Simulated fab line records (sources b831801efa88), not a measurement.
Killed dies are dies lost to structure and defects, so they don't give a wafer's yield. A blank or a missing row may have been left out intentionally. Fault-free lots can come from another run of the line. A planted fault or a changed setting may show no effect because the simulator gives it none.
Which tool did it?    flow sfqLine    15 lots with 45 wafers sampled at 2 steps, on a route of 325 steps

## WHAT THE GAUGES SHOWED, per wafer
SFQ_M0_RS_MEAS_904: a four-point-probe measurement.
lot   measured      on            M0_NB_RS (ohm/sq)
L738  day 8 08:10   filmMetro-02  0.892 0.883 0.893
L741  day 9 06:02   filmMetro-01  0.871 0.885 0.889
L742  day 9 15:38   filmMetro-01  0.887 0.883 0.877
L744  day 10 14:35  filmMetro-02  0.878 0.872 0.871
L746  day 11 01:13  filmMetro-04  0.898 0.895 0.897
L748  day 11 14:25  filmMetro-04  0.906 0.908 0.905
L749  day 11 20:27  filmMetro-02  0.881 0.887 0.892
L750  day 12 01:18  filmMetro-02  0.479 0.476 0.482 0.478 0.476 0.483
L751  day 12 06:07  filmMetro-02  0.474 0.479 0.478 0.475 0.478 0.478
L752  day 12 13:18  filmMetro-01  0.486 0.482 0.481 0.487 0.483 0.481
L753  day 12 23:17  filmMetro-01  0.889 0.888 0.881
L756  day 14 01:49  filmMetro-04  0.887 0.890 0.908
L758  day 14 17:01  filmMetro-01  0.873 0.882 0.871
L760  day 15 12:43  filmMetro-04  0.888 0.890 0.897
L761  day 15 15:58  filmMetro-02  0.887 0.869 0.888

## TOOL THAT RAN EACH LOT (tool first, then ch and the chambers of the sampled wafers, then the start)
lot   SFQ_TRILAYER_M0_DEP_SPUTTER_019
L738  pvdSputter-05, day 8 08:05
L741  pvdSputter-05, day 9 05:55
L742  pvdSputter-04, day 9 15:32
L744  pvdSputter-04, day 10 14:29
L746  pvdSputter-04, day 11 01:07
L748  pvdSputter-03, day 11 14:19
L749  pvdSputter-05, day 11 20:19
L750  pvdSputter-05, day 12 01:13
L751  pvdSputter-05, day 12 06:02
L752  pvdSputter-05, day 12 13:13
L753  pvdSputter-03, day 12 23:11
L756  pvdSputter-03, day 14 01:41
L758  pvdSputter-04, day 14 16:53
L760  pvdSputter-05, day 15 12:38
L761  pvdSputter-04, day 15 15:52
- SFQ_TRILAYER_M0_DEP_SPUTTER_019: material Nb, target thk 200 nm, time 133.3 s.

## WHAT THE TOOLS THEMSELVES READ (means of the sampled wafers that have a number; where no wafer has one, the mark that the record gives instead)
SFQ_TRILAYER_M0_DEP_SPUTTER_019.
lot   tool           throttleValvePct (%)
L738  pvdSputter-05  29.8
L741  pvdSputter-05  30.0
L742  pvdSputter-04  29.5
L744  pvdSputter-04  29.5
L746  pvdSputter-04  29.3
L748  pvdSputter-03  30.1
L749  pvdSputter-05  30.4
L750  pvdSputter-05  29.8
L751  pvdSputter-05  30.6
L752  pvdSputter-05  29.7
L753  pvdSputter-03  30.2
L756  pvdSputter-03  30.3
L758  pvdSputter-04  29.0
L760  pvdSputter-05  30.3
L761  pvdSputter-04  28.7

## THE ANSWER, worked out from the rows above alone
Rule: what is usual is taken from the lots themselves. Put in order of their means at a reading, lots are off if they are a third of the lots or fewer, leave a main group of 4 or more, and stand apart from it by a gap of 3 or more times the standard deviation of the main group's means; of several such gaps the widest counts. Not used: any main group whose means are identical at the precision the tables above print for the reading. A lot without any number at a reading at which 4 lots or more have one is off too. Any other lot the step has rows for is counted as sound. Order of review: gauges by route order, followed by the tools' own readings, for which a lot's mean as printed above is used. At the first step where some lot is off, the reading lying furthest off is the one used; lots without a number count as furthest.
Off: L750, L751, L752, seen at SFQ_M0_RS_MEAS_904 (M0_NB_RS). For the main group the mean is 0.887 ohm/sq and the standard deviation 0.0089.
A tool fits if, at a process step before that reading, it ran every lot that is off, and no sound lot after the first of them. Gauges at SFQ_M0_RS_MEAS_904: tried the same way as those tools. None of those tried fits.

## WHAT THE SIMULATOR HAD PUT IN
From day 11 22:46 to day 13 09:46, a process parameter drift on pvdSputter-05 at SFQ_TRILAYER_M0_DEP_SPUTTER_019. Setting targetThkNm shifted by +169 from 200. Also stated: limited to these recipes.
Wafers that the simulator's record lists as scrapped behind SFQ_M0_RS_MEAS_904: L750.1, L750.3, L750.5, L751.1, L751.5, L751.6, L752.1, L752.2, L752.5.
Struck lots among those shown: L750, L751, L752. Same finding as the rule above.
